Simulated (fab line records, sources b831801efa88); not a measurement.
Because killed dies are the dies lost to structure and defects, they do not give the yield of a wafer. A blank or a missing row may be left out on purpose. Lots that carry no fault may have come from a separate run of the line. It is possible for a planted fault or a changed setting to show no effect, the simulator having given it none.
Chamber matching	flow sky130	SKY_CAPM_CVD_00 on pecvd-01 has 3 sister chambers
The step deposits SiO2, target thk 15.5 nm. 6 wafers are shown with their chamber, then 11 later ones without.

## WAFERS WITH THEIR CHAMBER
wafer	chamber	heater-power-w (W)
L078.6	0	699
L080.5	2	855
L081.1	2	955
L081.2	1	585
L081.3	0	659
L088.3	1	581

## WAFERS WHOSE CHAMBER IS MISSING
wafer	heater-power-w (W)
L088.5	579
L088.6	710
L089.1	915
L089.2	607
L089.4	603
L091.3	850
L091.4	624
L091.6	661
L095.3	916
L095.4	698
L095.5	890

## THE CHAMBER EACH PASSED THROUGH
wafer	from the rows above	in truth
L088.5	1	1
L088.6	0	0
L089.1	2	2
L089.2	can't be placed: 1 or 0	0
L089.4	can't be placed: 1 or 0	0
L091.3	2	2
L091.4	can't be placed: 1 or 0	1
L091.6	can't be placed: 0 or 1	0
L095.3	2	2
L095.4	0	0
L095.5	2	2
Correct placement for 7 of the 11. Unplaceable from these rows: 4, with the true chamber sitting among the candidates in 4. Number placed wrongly: 0.
How it was worked out, from the rows above alone: a wafer's distance from a chamber is the root of the sum, over the readings, of the square of ((its reading less the chamber's mean) divided by the reading's scatter). The wafer belongs to the nearest chamber; if the next one is less than 2 further off, it can't be placed. A chamber's mean is the mean of its shown wafers. The scatter is the square root of a quotient: the sum, over the shown wafers, of each reading's squared deviation from its chamber's mean, divided by wafers minus chambers.
